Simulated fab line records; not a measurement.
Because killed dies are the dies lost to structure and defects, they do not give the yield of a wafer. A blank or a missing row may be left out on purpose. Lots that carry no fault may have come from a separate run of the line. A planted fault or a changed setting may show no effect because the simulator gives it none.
Matching of chambers    flow sky130    SKY_VIA3_CMP_02 on cmp-01: 4 sister chambers
The step polishes SiO2. 14 wafers are shown with their chamber, then 7 later ones without.

EACH WAFER AND ITS CHAMBER
wafer   chamber  motorCurrentA (A)
L300.2  3        11.4
L300.3  1        12.1
L300.4  0        11.8
L301.1  1        12.0
L301.3  3        11.4
L301.5  1        11.7
L306.1  1        12.9
L306.3  0        10.9
L306.4  2        13.1
L311.1  1        12.1
L311.4  3        10.7
L311.5  1        12.5
L313.4  1        11.5
L313.5  3        11.3

SIGNATURES (means of the wafers above)
reading        chamber 0  chamber 1  chamber 2  chamber 3  scatter within a chamber
motorCurrentA  11.350     12.114     13.100     11.200     0.455
Rule: for each reading, subtract the chamber's mean from the wafer's reading, divide by that reading's scatter and square the result; add these up over the readings and take the root, which gives the wafer's distance from the chamber. If the next closest chamber is less than 2 further off than the closest, the wafer can't be placed; otherwise it belongs to the closest. The scatter: take each reading less its chamber's mean, square it, sum over the shown wafers, divide by the number of wafers less the number of chambers, and take the root.

WAFERS WITHOUT THEIR CHAMBER
wafer   motorCurrentA (A)
L313.6  13.1
L321.1  13.3
L321.5  10.6
L321.6  11.2
L323.1  10.6
L323.3  11.2
L323.6  11.5

EACH ONE'S CHAMBER
wafer   from the rows above           in truth
L313.6  2                             2
L321.1  2                             2
L321.5  can't be placed: 3 or 0       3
L321.6  can't be placed: 3 or 0       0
L323.1  can't be placed: 3 or 0       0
L323.3  can't be placed: 3 or 0       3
L323.6  can't be placed: 0 or 3 or 1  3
Correct placement for 2 of the 7. Can't be placed from these rows: 5 (the true chamber is among the candidates in 5). Number placed wrongly: 0.
